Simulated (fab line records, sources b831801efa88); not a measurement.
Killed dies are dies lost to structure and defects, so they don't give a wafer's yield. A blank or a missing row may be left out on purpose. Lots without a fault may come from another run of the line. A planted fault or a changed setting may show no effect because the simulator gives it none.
Tool commonality check | flow gf180mcu | 13 lots, 39 wafers sampled

WHY IT WAS OPENED
At GF_CONTACT_CD_MEAS_14 the reading cd_nm is flagged on 1 of 13 lots. Wafers without a fault read 219.9 nm, standard deviation 1.4.
Rule: a lot is flagged when every wafer of it that has a number lies more than 4 standard deviations from that mean, or none has a number. The other lots count as sound.

lot  | measured     | on        | cd_nm (nm), wafer by wafer | flag
L195 | day 16 02:27 | cd_sem-02 | 221.5 221.2 221.8          |
L196 | day 16 20:28 | cd_sem-02 | 217.4 218.9 218.1          |
L197 | day 17 00:54 | cd_sem-02 | 219.7 220.8 221.2          |
L199 | day 17 18:46 | cd_sem-01 | 220.4 220.9 219.7          |
L200 | day 18 09:52 | cd_sem-02 | 218.3 217.7 216.8          |
L201 | day 18 14:20 | cd_sem-02 | 218.7 220.5 217.5          |
L202 | day 19 12:16 | cd_sem-01 | 218.3 218.5 218.0          |
L204 | day 19 20:20 | cd_sem-02 | 221.4 221.7 221.4          |
L205 | day 20 04:44 | cd_sem-02 | 220.2 220.6 219.9          |
L206 | day 20 09:25 | cd_sem-01 | 218.2 217.9 218.0          |
L207 | day 21 00:49 | cd_sem-02 | 219.4 220.6 218.6          |
L208 | day 21 09:43 | cd_sem-02 | 222.3 220.1 220.6          |
L217 | day 24 05:39 | cd_sem-02 | 192.6 193.0 193.1          | FLAGGED
The numbers of the flagged lots are 192.9 nm on average: -27.0 nm against the usual, or -19 standard deviations.

WHICH TOOL RAN EACH LOT
The record holds 3 process steps before the reading, out of a route of 602 steps. In each cell: the tool, then ch and the chambers that the sampled wafers went through, then the start.
lot  | flag    | GF_SALICIDE_SPUTTER_03       | GF_SALICIDE_RTA_08               | GF_CONTACT_EXPOSE_11
L195 |         | pvd_sputter-02, day 15 03:07 | rtp_anneal-01 ch 0, day 15 03:31 | krf_scanner-02 ch 0, day 15 15:44
L196 |         | pvd_sputter-03, day 15 20:24 | rtp_anneal-02 ch 0, day 15 20:49 | krf_scanner-02 ch 0, day 16 09:01
L197 |         | pvd_sputter-03, day 16 00:40 | rtp_anneal-02 ch 0, day 16 01:07 | krf_scanner-01 ch 0, day 16 13:22
L199 |         | pvd_sputter-03, day 16 18:01 | rtp_anneal-02 ch 0, day 16 18:25 | krf_scanner-01 ch 0, day 17 07:05
L200 |         | pvd_sputter-03, day 17 08:45 | rtp_anneal-01 ch 0, day 17 09:11 | krf_scanner-01 ch 0, day 17 22:25
L201 |         | pvd_sputter-03, day 17 12:48 | rtp_anneal-01 ch 0, day 17 13:13 | krf_scanner-02 ch 0, day 18 02:27
L202 |         | pvd_sputter-02, day 18 09:53 | rtp_anneal-01 ch 0, day 18 10:17 | krf_scanner-01 ch 0, day 18 23:41
L204 |         | pvd_sputter-04, day 18 17:42 | rtp_anneal-01 ch 0, day 18 18:09 | krf_scanner-02 ch 0, day 19 07:40
L205 |         | pvd_sputter-02, day 19 02:36 | rtp_anneal-02 ch 0, day 19 03:02 | krf_scanner-02 ch 0, day 19 16:20
L206 |         | pvd_sputter-03, day 19 08:21 | rtp_anneal-01 ch 0, day 19 08:47 | krf_scanner-01 ch 0, day 19 22:08
L207 |         | pvd_sputter-04, day 19 23:34 | rtp_anneal-01 ch 0, day 19 23:58 | krf_scanner-01 ch 0, day 20 12:44
L208 |         | pvd_sputter-04, day 20 07:20 | rtp_anneal-02 ch 0, day 20 07:46 | krf_scanner-02 ch 0, day 20 22:06
L217 | FLAGGED | pvd_sputter-02, day 23 05:44 | rtp_anneal-02 ch 0, day 23 06:09 | krf_scanner-02 ch 0, day 23 17:53
What these steps do:
- GF_SALICIDE_SPUTTER_03: material TiN, target thk 20 nm, time 16.7 s.
- GF_SALICIDE_RTA_08: time 30 s.
- GF_CONTACT_EXPOSE_11: exposes mask Contact, target cd 220 nm.
- GF_CONTACT_CD_MEAS_14: target cd 220 nm.

FLAGGED OVER TOTAL, TOOL BY TOOL (the gauges that took the reading come last)
step                   | tool           | lots run | flagged | share of the flagged lots | sound lots run after its first flagged lot
GF_SALICIDE_SPUTTER_03 | pvd_sputter-02 | 4        | 1       | all                       | 0
GF_SALICIDE_SPUTTER_03 | pvd_sputter-03 | 6        | 0       | none                      | -
GF_SALICIDE_SPUTTER_03 | pvd_sputter-04 | 3        | 0       | none                      | -
GF_SALICIDE_RTA_08     | rtp_anneal-01  | 7        | 0       | none                      | -
GF_SALICIDE_RTA_08     | rtp_anneal-02  | 6        | 1       | all                       | 0
GF_CONTACT_EXPOSE_11   | krf_scanner-01 | 6        | 0       | none                      | -
GF_CONTACT_EXPOSE_11   | krf_scanner-02 | 7        | 1       | all                       | 0
GF_CONTACT_CD_MEAS_14  | cd_sem-01      | 3        | 0       | none                      | -
GF_CONTACT_CD_MEAS_14  | cd_sem-02      | 10       | 1       | all                       | 0

WHAT THE TABLE ALLOWS
4 rows of the table ran every flagged lot: pvd_sputter-02 at GF_SALICIDE_SPUTTER_03, rtp_anneal-02 at GF_SALICIDE_RTA_08, krf_scanner-02 at GF_CONTACT_EXPOSE_11, cd_sem-02 at GF_CONTACT_CD_MEAS_14.
- pvd_sputter-02 at GF_SALICIDE_SPUTTER_03: 1 of its 4 lots flagged. Its last sound lot is L205 (day 19 02:36), its first flagged lot L217 (day 23 05:44): a fault that began between those two fits.
- rtp_anneal-02 at GF_SALICIDE_RTA_08: 1 of its 6 lots flagged. Its last sound lot is L208 (day 20 07:46), its first flagged lot L217 (day 23 06:09): a fault that began between those two fits.
- krf_scanner-02 at GF_CONTACT_EXPOSE_11: 1 of its 7 lots flagged. Its last sound lot is L208 (day 20 22:06), its first flagged lot L217 (day 23 17:53): a fault that began between those two fits.
- cd_sem-02 at GF_CONTACT_CD_MEAS_14: 1 of its 10 lots flagged. Its last sound lot is L208 (day 21 09:43), its first flagged lot L217 (day 24 05:39): a fault that began between those two fits.
Counting lots can't tell these 4 tools apart, because each fits a fault that began at some hour. More lots, or a look at what each step does to the wafer, might.

WHAT THE SIMULATOR HAD PUT IN
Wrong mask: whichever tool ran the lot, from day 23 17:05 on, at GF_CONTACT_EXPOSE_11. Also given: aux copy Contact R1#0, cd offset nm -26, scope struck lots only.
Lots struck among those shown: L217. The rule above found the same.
